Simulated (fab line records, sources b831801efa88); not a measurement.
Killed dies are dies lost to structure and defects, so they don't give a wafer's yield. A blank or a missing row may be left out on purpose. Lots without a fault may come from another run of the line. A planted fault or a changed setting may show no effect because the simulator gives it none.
fab line records | flow gf180mcu | part 1 of 2: steps 1 to 44 of 45
record lots=6 wafers=18 last_day=34
route steps=602 shown NWELL@50 LVPWELL@54 MVSD@66 MVPSD@78 VT_IMPLANT@90 PASSIVATION@602
lots that met no fault: from a run of the same line without faults
start_h: hours from the record's first day to the start of the lot's first wafer shown | wait_h: hours since the lot's step before | " the same as in the row above | L1.1+2: a row that stands for several wafers | - no value, or no start given | * or withheld: withheld | < > ~ a bound
route shown NAME@n: a module of which the file shows steps, and the number in the route of the first | usual: mean/standard deviation of fault-free wafers | same: alike in all rows | chamber/n: place in a boat | sites: the reading at each site | _std_site: their standard deviation | _edge_site: outer sites' mean less inner sites' | radius_mm: how far each site lies from the wafer's centre | mask NAME#n: copy n | behind: the tool/chamber that last shaped the wafer | hold: why the lot was held/for how many hours/how that ended | device: the transistor (n, p or np) that didn't switch | end of line: the same wafers' tests at the end of the route | a step without rows: its recipe alone | killed: dies lost to structure and defects at the first sort, not the wafer's yield | map: a wafer's dies, x killed, . not, _ none there
set.NAME: the setting as run; set.NAME@STEP: as run at that earlier step | model.NAME: the simulator's own value behind a step, which no gauge read
lots at some steps of the route; a table a step, a row a wafer
services: from which hour (start_h, from the record's first day; less than 0 if before it) a tool's chamber was out of use, for how many hours, and why
## steps
# step GF_NWELL_IMPLANT_08
# recipe species=P energy_kev=450 dose_cm2=1.5e+13 tilt_deg=0
# step GF_NWELL_IMPLANT_09
# recipe species=P energy_kev=160 dose_cm2=4e+12 tilt_deg=0
# step GF_NWELL_STRIP_10
# recipe chemistry=O2/N2 power_w=1400 pressure_mtorr=1500 platen_temp_c=250 o2_flow_sccm=3000 n2_flow_sccm=300 overash_fraction=0.5
# usual chamber_pressure_mTorr=1499.7/1.4 drypump_motor_current_A=5.6/0.53 heater_power_w=355/40 n2_flow_sccm=300.0/0.95 o2_flow_sccm=3001/9.7 oes_product_au=0.723/0.0045 strip_time_to_endpoint_s=36.99/0.12
# columns lot.wafer tool chamber start_h wait_h chamber_pressure_mTorr drypump_motor_current_A heater_power_w n2_flow_sccm o2_flow_sccm oes_product_au rf_hours_counter_h strip_time_to_endpoint_s
L614.1 plasma_asher-04 1 57.12 0.1 1498.7 5.9 333 300.1 3002 0.721 40 37.13
L614.2 " 0 " " 1500.1 5.3 324 298.2 2987 0.727 40 37.11
L614.4 " 1 " " 1497.6 5.8 333 297.8 3004 0.717 - 37.12
L618.2 plasma_asher-01 0 78.09 0.1 1498.5 6.5 376 300.7 2998 0.724 43 37.30
L618.5 " 1 " " 1501.7 5.7 359 297.3 2989 0.726 - 37.24
L618.6 " 0 " " 1501.8 6.5 382 299.9 2994 0.724 - 37.18
L629.3 plasma_asher-04 1 137.62 0.1 1500.1 5.9 339 301.0 2994 0.716 - 36.95
L629.4 " 0 " " 1496.1 5.3 322 298.8 2998 0.720 - 36.99
L629.6 " 0 " " 1499.6 5.3 326 300.3 2991 0.729 - 36.95
L630.1 plasma_asher-04 1 143.48 0.1 1498.4 5.9 332 301.0 3019 0.720 49 36.91
L630.4 " 0 " " 1498.4 5.3 336 299.7 3004 0.720 - 36.92
L630.6 " 1 " " 1498.4 5.8 335 300.0 3009 0.724 - 36.98
L633.1 plasma_asher-03 1 159.93 0.1 1500.0 5.7 322 299.1 2994 0.723 4 37.04
L633.2 " 0 " " 1499.9 4.7 429 300.4 3020 0.726 4 37.05
L633.5 " 1 " " 1502.2 5.7 322 298.8 2997 0.727 - 37.04
L636.1 plasma_asher-03 1 175.87 0.1 1498.9 5.7 314 300.1 3011 0.728 6 36.95
L636.4 " 0 " " 1499.7 4.7 435 301.4 3007 0.725 - 36.95
L636.5 " 0 " " 1499.7 4.7 419 300.1 3003 0.712 - 37.01
# step GF_NWELL_TW_MEAS_11
# usual NWELL_TW=1565/13
# columns lot.wafer tool chamber start_h wait_h NWELL_TW
L614.1 film_metro-04 - 57.22 0.1 1581
L614.2 " - " " 1591
L614.4 " - " " 1582
L618.2 film_metro-02 - 78.20 0.1 1555
L618.5 " - " " 1552
L618.6 " - " " 1564
L629.3 film_metro-01 - 137.70 0.1 1563
L629.4 " - " " 1560
L629.6 " - " " 1553
L630.1 film_metro-04 - 143.58 0.1 1581
L630.4 " - " " 1584
L630.6 " - " " 1576
L633.1 film_metro-01 - 160.03 0.1 1554
L633.2 " - " " 1551
L633.5 " - " " 1558
L636.1 film_metro-02 - 175.97 0.1 1554
L636.4 " - " " 1548
L636.5 " - " " 1543
# step GF_LVPWELL_DEHYDRATE_00
# recipe temp_c=200 time_s=60
# step GF_LVPWELL_HMDS_01
# recipe prime_time_s=60 prime_temp_c=120
# step GF_LVPWELL_COAT_02
# recipe spin_rpm=2000 resist_thk_nm=3000
# step GF_LVPWELL_SOFTBAKE_03
# recipe temp_c=110 time_s=withheld
# step GF_LVPWELL_EXPOSE_04
# recipe mask_id=LVPWELL target_cd_nm=600 na=0.6 source_shape=conventional sigma_outer=0.6 dose_mj=260
# step GF_LVPWELL_PEB_05
# recipe temp_c=115 time_s=withheld
# step GF_LVPWELL_DEVELOP_06
# recipe wall_angle_deg=90 develop_time_s=60 dev_temp_c=23
# step GF_LVPWELL_OVL_MEAS_07
# usual LVPWELL_OVL=-0.3/1.4
# columns lot.wafer tool chamber start_h wait_h LVPWELL_OVL[nm]
L614.1 overlay-01 - 70.75 - -0.2
L614.2 " - " " -1.1
L614.4 " - " " -0.3
L618.2 overlay-01 - 91.20 - 1.7
L618.5 " - " " -0.7
L618.6 " - " " -0.3
L629.3 overlay-02 - 153.21 - -1.3
L629.4 " - " " -0.4
L629.6 " - " " 0.4
L630.1 overlay-02 - 159.25 - 0.7
L630.4 " - " " 0.2
L630.6 " - " " -0.4
L633.1 overlay-01 - 175.85 - -2.4
L633.2 " - " " -1.7
L633.5 " - " " -1.1
L636.1 overlay-02 - 192.35 - -1.1
L636.4 " - " " 1.1
L636.5 " - " " -1.7
# step GF_LVPWELL_IMPLANT_08
# recipe species=B energy_kev=170 dose_cm2=1.5e+13 tilt_deg=0
# usual beam_energy_keV=170.00/0.053
# columns lot.wafer tool chamber start_h wait_h beam_energy_keV model.implant.rp_nm model.implant.drp_nm
L614.1 implanter-02 0 70.78 0.0 170.04 472.6 102.4
L614.2 " 0 " " 169.93 472.6 102.4
L614.4 " 0 " " 169.88 472.6 102.4
L618.2 implanter-02 0 91.26 0.0 169.98 482.2 102.4
L618.5 " 0 " " 170.02 482.2 102.4
L618.6 " 0 " " 169.99 482.2 102.4
L629.3 implanter-02 0 153.28 0.1 140.07 422.3 95.07
L629.4 " 0 " " 140.10 422.3 95.07
L629.6 " 0 " " 140.08 422.3 95.07
L630.1 implanter-02 0 159.28 0.0 140.01 422 95.07
L630.4 " 0 " " 140.10 422 95.07
L630.6 " 0 " " 140.05 422 95.07
L633.1 implanter-01 0 175.88 0.0 170.06 477.4 102.4
L633.2 " 0 " " 170.01 477.4 102.4
L633.5 " 0 " " 169.98 477.4 102.4
L636.1 implanter-01 0 192.38 0.0 169.92 501.5 102.4
L636.4 " 0 " " 169.95 501.5 102.4
L636.5 " 0 " " 169.93 501.5 102.4
# step GF_LVPWELL_IMPLANT_09
# recipe species=B energy_kev=60 dose_cm2=5e+12 tilt_deg=0
# step GF_LVPWELL_STRIP_10
# recipe chemistry=O2/N2 power_w=1400 pressure_mtorr=1500 platen_temp_c=250 o2_flow_sccm=3000 n2_flow_sccm=300 overash_fraction=0.5
# usual chamber_pressure_mTorr=1500.3/1.5 drypump_motor_current_A=5.7/0.4 heater_power_w=361/21 n2_flow_sccm=300.1/0.81 o2_flow_sccm=3001/10 oes_product_au=0.722/0.0047 strip_time_to_endpoint_s=36.95/0.11
# columns lot.wafer tool chamber start_h wait_h chamber_pressure_mTorr drypump_motor_current_A heater_power_w n2_flow_sccm o2_flow_sccm oes_product_au rf_hours_counter_h strip_time_to_endpoint_s
L614.1 plasma_asher-02 1 71.08 0.1 1500.5 5.6 355 299.3 2996 0.728 27 37.01
L614.2 " 0 " " 1500.7 5.3 383 299.7 3002 0.718 27 37.03
L614.4 " 1 " " 1498.6 5.6 371 301.3 3003 0.728 - 37.06
L618.2 plasma_asher-01 1 91.53 0.1 1500.1 5.7 357 299.1 2990 0.722 44 36.92
L618.5 " 1 " " 1500.5 5.7 358 300.2 3002 0.727 - 36.91
L618.6 " 0 " " 1500.6 6.5 382 300.5 2999 0.715 - 36.84
L629.3 plasma_asher-04 0 153.57 0.1 1500.7 5.3 335 299.7 3000 0.729 - 36.99
L629.4 " 1 " " 1499.1 5.8 330 301.5 2999 0.726 - 37.03
L629.6 " 1 " " 1502.0 5.9 328 299.6 2990 0.723 - 36.95
L630.1 plasma_asher-02 0 159.58 0.1 1500.2 5.2 388 299.3 3008 0.728 36 37.00
L630.4 " 1 " " 1501.7 5.6 369 299.2 2996 0.722 - 36.85
L630.6 " 1 " " 1499.6 5.6 362 300.1 2986 0.724 - 37.07
L633.1 plasma_asher-04 1 176.18 0.1 1501.0 5.9 341 299.6 2992 0.721 53 37.07
L633.2 " 0 " " 1498.8 5.3 330 301.2 3009 0.718 53 37.06
L633.5 " 1 " " 1500.9 5.9 330 300.7 2984 0.715 - 36.94
L636.1 plasma_asher-01 1 192.68 0.1 1499.4 5.7 358 300.1 3007 0.721 55 36.93
L636.4 " 0 " " 1499.8 6.5 375 300.3 3008 0.722 - 36.96
L636.5 " 1 " " 1499.2 5.7 365 299.7 3008 0.722 - 36.89
# step GF_LVPWELL_TW_MEAS_11
# usual LVPWELL_TW=556/5.1
# columns lot.wafer tool chamber start_h wait_h LVPWELL_TW
L614.1 film_metro-01 - 71.18 0.1 552
L614.2 " - " " 558
L614.4 " - " " 554
L618.2 film_metro-02 - 91.64 0.1 553
L618.5 " - " " 553
L618.6 " - " " 554
L629.3 film_metro-02 - 153.65 0.1 550
L629.4 " - " " 549
L629.6 " - " " 549
L630.1 film_metro-04 - 159.68 0.1 553
L630.4 " - " " 555
L630.6 " - " " 556
L633.1 film_metro-02 - 176.28 0.1 554
L633.2 " - " " 553
L633.5 " - " " 554
L636.1 film_metro-02 - 192.78 0.1 555
L636.4 " - " " 552
L636.5 " - " " 554
# step GF_MVSD_DEHYDRATE_00
# recipe temp_c=200 time_s=60
# step GF_MVSD_HMDS_01
# recipe prime_time_s=60 prime_temp_c=120
# step GF_MVSD_COAT_02
# recipe spin_rpm=2000 resist_thk_nm=3028
# step GF_MVSD_SOFTBAKE_03
# recipe temp_c=110 time_s=withheld
# step GF_MVSD_EXPOSE_04
# recipe mask_id=MVSD target_cd_nm=1000 na=0.6 source_shape=conventional sigma_outer=0.6 dose_mj=260
# step GF_MVSD_PEB_05
# recipe temp_c=115 time_s=withheld
# step GF_MVSD_DEVELOP_06
# recipe wall_angle_deg=90 develop_time_s=60 dev_temp_c=23
# step GF_MVSD_OVL_MEAS_07
# usual MVSD_OVL=0.9/1.3
# columns lot.wafer tool chamber start_h wait_h MVSD_OVL[nm]
L614.1 overlay-02 - 84.30 - 2.1
L614.2 " - " " 0.4
L614.4 " - " " 2.0
L618.2 overlay-02 - 105.31 - 0.1
L618.5 " - " " 1.6
L618.6 " - " " -0.4
L629.3 overlay-01 - 169.76 - -1.2
L629.4 " - " " -0.1
L629.6 " - " " 1.5
L630.1 overlay-01 - 175.50 - 2.7
L630.4 " - " " 1.7
L630.6 " - " " 1.1
L633.1 overlay-01 - 193.05 - -1.1
L633.2 " - " " 0.0
L633.5 " - " " -0.3
L636.1 overlay-01 - 209.09 - 1.5
L636.4 " - " " 0.2
L636.5 " - " " 1.4
# step GF_MVSD_IMPLANT_08
# recipe species=P energy_kev=400 dose_cm2=1.6e+13 tilt_deg=0
# step GF_MVSD_IMPLANT_09
# recipe species=P energy_kev=100 dose_cm2=5e+12 tilt_deg=0
# step GF_MVSD_STRIP_10
# recipe chemistry=O2/N2 power_w=1400 pressure_mtorr=1500 platen_temp_c=250 o2_flow_sccm=3000 n2_flow_sccm=300 overash_fraction=0.5
# usual chamber_pressure_mTorr=1500.1/1.2 drypump_motor_current_A=5.6/0.55 heater_power_w=370/34 n2_flow_sccm=300.0/0.92 o2_flow_sccm=3001/9.5 oes_product_au=0.723/0.0046 strip_time_to_endpoint_s=37.31/0.11
# columns lot.wafer tool chamber start_h wait_h chamber_pressure_mTorr drypump_motor_current_A heater_power_w n2_flow_sccm o2_flow_sccm oes_product_au rf_hours_counter_h strip_time_to_endpoint_s
L614.1 plasma_asher-01 0 84.63 0.1 1498.0 6.5 379 301.0 2996 0.726 44 37.47
L614.2 " 1 " " 1499.8 5.7 355 299.1 3013 0.731 44 37.48
L614.4 " 1 " " 1501.4 5.7 355 298.5 3007 0.722 - 37.59
L618.2 plasma_asher-03 1 105.64 0.1 1501.4 5.7 314 299.5 2998 0.728 46 37.35
L618.5 " 1 " " 1499.7 5.7 324 301.1 2990 0.721 - 37.41
L618.6 " 0 " " 1499.7 4.7 426 299.5 2989 0.723 - 37.42
L629.3 plasma_asher-03 0 170.12 0.1 1498.5 4.7 432 299.5 2984 0.728 - 37.38
L629.4 " 1 " " 1498.8 5.7 323 299.7 3013 0.719 - 37.26
L629.6 " 0 " " 1500.2 4.7 426 300.9 2985 0.731 - 37.23
L630.1 plasma_asher-02 0 175.83 0.1 1497.6 5.3 387 301.2 2998 0.724 38 37.21
L630.4 " 1 " " 1497.6 5.6 363 299.2 3007 0.722 - 37.25
L630.6 " 1 " " 1499.1 5.6 362 300.2 3011 0.711 - 37.22
L633.1 plasma_asher-03 1 193.38 0.1 1498.0 5.7 320 299.8 2990 0.725 8 37.35
L633.2 " 0 " " 1500.1 4.7 413 300.1 3008 0.719 8 37.28
L633.5 " 1 " " 1501.0 5.7 313 299.5 3001 0.717 - 37.42
L636.1 plasma_asher-03 1 209.43 0.1 1500.7 5.7 320 301.1 2994 0.728 10 37.20
L636.4 " 0 " " 1499.2 4.7 410 299.3 2997 0.724 - 37.34
L636.5 " 1 " " 1498.1 5.7 315 300.3 2992 0.724 - 37.31
# step GF_MVSD_TW_MEAS_11
# usual MVSD_TW=1571/12
# columns lot.wafer tool chamber start_h wait_h MVSD_TW
L614.1 film_metro-04 - 84.73 0.1 1581
L614.2 " - " " 1588
L614.4 " - " " 1590
L618.2 film_metro-04 - 105.75 0.1 1589
L618.5 " - " " 1587
L618.6 " - " " 1592
L629.3 film_metro-04 - 170.21 0.1 1587
L629.4 " - " " 1576
L629.6 " - " " 1587
L630.1 film_metro-04 - 175.93 0.1 1591
L630.4 " - " " 1579
L630.6 " - " " 1579
L633.1 film_metro-02 - 193.48 0.1 1567
L633.2 " - " " 1567
L633.5 " - " " 1562
L636.1 film_metro-04 - 209.53 0.1 1570
L636.4 " - " " 1582
L636.5 " - " " 1571
# step GF_MVPSD_DEHYDRATE_00
# recipe temp_c=200 time_s=60
# step GF_MVPSD_HMDS_01
# recipe prime_time_s=60 prime_temp_c=120
# step GF_MVPSD_COAT_02
# recipe spin_rpm=2000 resist_thk_nm=3000
# step GF_MVPSD_SOFTBAKE_03
# recipe temp_c=110 time_s=withheld
# step GF_MVPSD_EXPOSE_04
# recipe mask_id=MVPSD target_cd_nm=1000 na=0.6 source_shape=conventional sigma_outer=0.6 dose_mj=260
# step GF_MVPSD_PEB_05
# recipe temp_c=115 time_s=withheld
# step GF_MVPSD_DEVELOP_06
# recipe wall_angle_deg=90 develop_time_s=60 dev_temp_c=23
# step GF_MVPSD_OVL_MEAS_07
# usual MVPSD_OVL=-0.1/1.4
# columns lot.wafer tool chamber start_h wait_h MVPSD_OVL[nm]
L614.1 overlay-02 - 98.30 - -4.7
L614.2 " - " " -1.8
L614.4 " - " " -2.4
L618.2 overlay-01 - 120.26 - 0.2
L618.5 " - " " -2.0
L618.6 " - " " 0.4
L629.3 overlay-02 - 186.26 - 0.5
L629.4 " - " " 1.4
L629.6 " - " " 1.0
L630.1 overlay-02 - 192.63 - -1.7
L630.4 " - " " -0.3
L630.6 " - " " -2.4
L633.1 overlay-01 - 210.35 - 0.2
L633.2 " - " " 1.4
L633.5 " - " " 0.9
L636.1 overlay-01 - 226.63 - -0.9
L636.4 " - " " -0.9
L636.5 " - " " 0.4
# step GF_MVPSD_IMPLANT_08
# recipe species=B energy_kev=170 dose_cm2=1.479e+13 tilt_deg=0
# step GF_MVPSD_IMPLANT_09
# recipe species=B energy_kev=40 dose_cm2=5e+12 tilt_deg=0
# step GF_MVPSD_STRIP_10
# recipe chemistry=O2/N2 power_w=1400 pressure_mtorr=1500 platen_temp_c=250 o2_flow_sccm=3000 n2_flow_sccm=300 overash_fraction=0.5
# usual chamber_pressure_mTorr=1499.9/1.4 drypump_motor_current_A=5.5/0.32 heater_power_w=353/32 n2_flow_sccm=299.9/0.88 o2_flow_sccm=2998/7.7 oes_product_au=0.722/0.0043 strip_time_to_endpoint_s=36.94/0.11
# columns lot.wafer tool chamber start_h wait_h chamber_pressure_mTorr drypump_motor_current_A heater_power_w n2_flow_sccm o2_flow_sccm oes_product_au rf_hours_counter_h strip_time_to_endpoint_s
L614.1 plasma_asher-04 1 98.63 0.1 1499.4 5.8 344 300.1 2982 0.715 44 36.81
L614.2 " 0 " " 1500.3 5.3 328 299.7 2997 0.719 44 36.97
L614.4 " 1 " " 1499.6 5.8 333 301.7 2996 0.720 - 37.08
L618.2 plasma_asher-02 1 120.59 0.1 1501.2 5.6 357 300.3 3003 0.726 32 36.94
L618.5 " 0 " " 1499.6 5.3 380 300.2 2991 0.716 - 36.89
L618.6 " 1 " " 1498.5 5.6 367 301.1 3009 0.722 - 36.86
L629.3 plasma_asher-02 0 186.62 0.1 1500.2 5.3 379 299.5 2993 0.724 - 36.87
L629.4 " 1 " " 1500.4 5.6 358 301.6 2995 0.712 - 37.04
L629.6 " 1 " " 1500.7 5.6 356 300.6 2998 0.721 - 36.91
L630.1 plasma_asher-02 1 192.97 0.1 1499.5 5.6 373 298.7 3001 0.714 40 36.94
L630.4 " 0 " " 1499.0 5.3 385 300.0 3003 0.734 - 37.03
L630.6 " 0 " " 1498.1 5.3 381 299.6 3000 0.724 - 36.88
L633.1 plasma_asher-02 1 210.69 0.1 1499.1 5.6 359 299.6 2989 0.727 42 36.99
L633.2 " 0 " " 1499.8 5.3 383 300.5 3002 0.723 42 37.01
L633.5 " 0 " " 1502.2 5.3 390 300.5 2995 0.723 - 36.91
L636.1 plasma_asher-04 1 226.97 0.1 1496.4 5.9 330 301.0 2995 0.712 56 36.78
L636.4 " 1 " " 1501.2 5.8 325 300.6 2993 0.728 - 36.79
L636.5 " 0 " " 1500.8 5.3 324 299.4 3007 0.721 - 36.74
# step GF_MVPSD_TW_MEAS_11
# usual MVPSD_TW=548/4.6
# columns lot.wafer tool chamber start_h wait_h MVPSD_TW
L614.1 film_metro-04 - 98.73 0.1 559
L614.2 " - " " 553
L614.4 " - " " 556
L618.2 film_metro-02 - 120.70 0.1 542
L618.5 " - " " 544
L618.6 " - " " 542
L629.3 film_metro-02 - 186.75 0.1 544
L629.4 " - " " 546
L629.6 " - " " 540
L630.1 film_metro-01 - 193.07 0.1 546
L630.4 " - " " 547
L630.6 " - " " 546
L633.1 film_metro-01 - 210.79 0.1 544
L633.2 " - " " 547
L633.5 " - " " 546
L636.1 film_metro-04 - 227.07 0.1 552
L636.4 " - " " 553
L636.5 " - " " 552
# step GF_VT_IMPLANT_DEHYDRATE_00
# recipe temp_c=200 time_s=60
# step GF_VT_IMPLANT_HMDS_01
# recipe prime_time_s=60 prime_temp_c=120
# step GF_VT_IMPLANT_RS_MEAS_48
# recipe thk_meas_gauge=four-point-probe
# usual LVPWELL_RS=1197/3.1
# columns lot.wafer tool chamber start_h wait_h hold LVPWELL_RS[ohm/sq]
L614.1 film_metro-01 - 159.44 0.1 - 1198
L614.2 " - " " - 1201
L614.4 " - " " - 1196
L618.2 film_metro-04 - 183.66 0.1 - 1196
L618.5 " - " " - 1195
L618.6 " - " " - 1196
L629.3 film_metro-04 - 258.98 0.1 await_dispo/0.2h/release 1245
L629.4 " - " " await_dispo/0.2h/release 1247
L629.6 " - " " await_dispo/0.2h/release 1245
L629.3 film_metro-04 - 259.27 0.3 - 1242
L629.4 " - " " - 1246
L629.6 " - " " - 1246
L630.1 film_metro-01 - 265.54 0.1 await_dispo/0.2h/release 1250
L630.4 " - " " await_dispo/0.2h/release 1249
L630.6 " - " " await_dispo/0.2h/release 1248
L630.1 film_metro-01 - 266.00 0.4 - 1251
L630.4 " - " " - 1246
L630.6 " - " " - 1251
L633.1 film_metro-04 - 286.23 0.1 - 1196
L633.2 " - " " - 1196
L633.5 " - " " - 1196
L636.1 film_metro-02 - 305.23 0.1 - 1200
L636.4 " - " " - 1198
L636.5 " - " " - 1198
# step GF_VT_IMPLANT_RS_MEAS_49
# recipe thk_meas_gauge=four-point-probe
# usual MVPSD_RS=1178/3.1
# columns lot.wafer tool chamber start_h wait_h hold MVPSD_RS[ohm/sq]
L614.1 film_metro-01 - 159.56 0.1 - 1176
L614.2 " - " " - 1175
L614.4 " - " " - 1172
L618.2 film_metro-04 - 183.78 0.1 - 1177
L618.5 " - " " - 1176
L618.6 " - " " - 1179
L629.3 film_metro-04 - 260.99 1.7 await_dispo/1.6h/release 1175
L629.4 " - " " await_dispo/1.6h/release 1170
L629.6 " - " " await_dispo/1.6h/release 1174
L630.1 film_metro-01 - 266.86 0.8 await_dispo/0.7h/release 1179
L630.4 " - " " await_dispo/0.7h/release 1182
L630.6 " - " " await_dispo/0.7h/release 1177
L633.1 film_metro-04 - 286.35 0.1 - 1177
L633.2 " - " " - 1177
L633.5 " - " " - 1176
L636.1 film_metro-02 - 305.35 0.1 - 1179
L636.4 " - " " - 1179
L636.5 " - " " - 1180
## key
first_sign step=GF_LVPWELL_IMPLANT_08 reading=beam_energy_keV direction=down sigmas=99+ usual=170.00 struck=140.07
effect step=GF_VT_IMPLANT_RS_MEAS_48 reading=LVPWELL_RS direction=up sigmas=16 usual=1197 struck=1247
model_effect step=GF_LVPWELL_IMPLANT_08 value=implant.rp_nm without=490.2 struck=422.1
model_effect step=GF_PASSIVATION_PROBE_99 value=etest.pwell_in_dnwell.line_ohm_um without=3938 struck=5631
met_at GF_LVPWELL_IMPLANT_08
struck_wafers L629.3,L629.4,L629.6,L630.1,L630.4,L630.6
tester_left_out L629,L630
onset_between 91.26 153.28
fault kind=process_parameter_drift tool=implanter-02 chamber=- onset_h=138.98 steps=GF_LVPWELL_IMPLANT_08 channel=energy_kev offset=-29.931 shape=step end_h=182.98 acts_in=these_recipes_only stated=170
# tester_left_out: of these lots the tester's yield and bins aren't shown, on N5 and GAA mostly nor the transistor test; their killed dies are dies lost to structure and defects alone, not to doping, threshold or leakage, so they don't give the yield
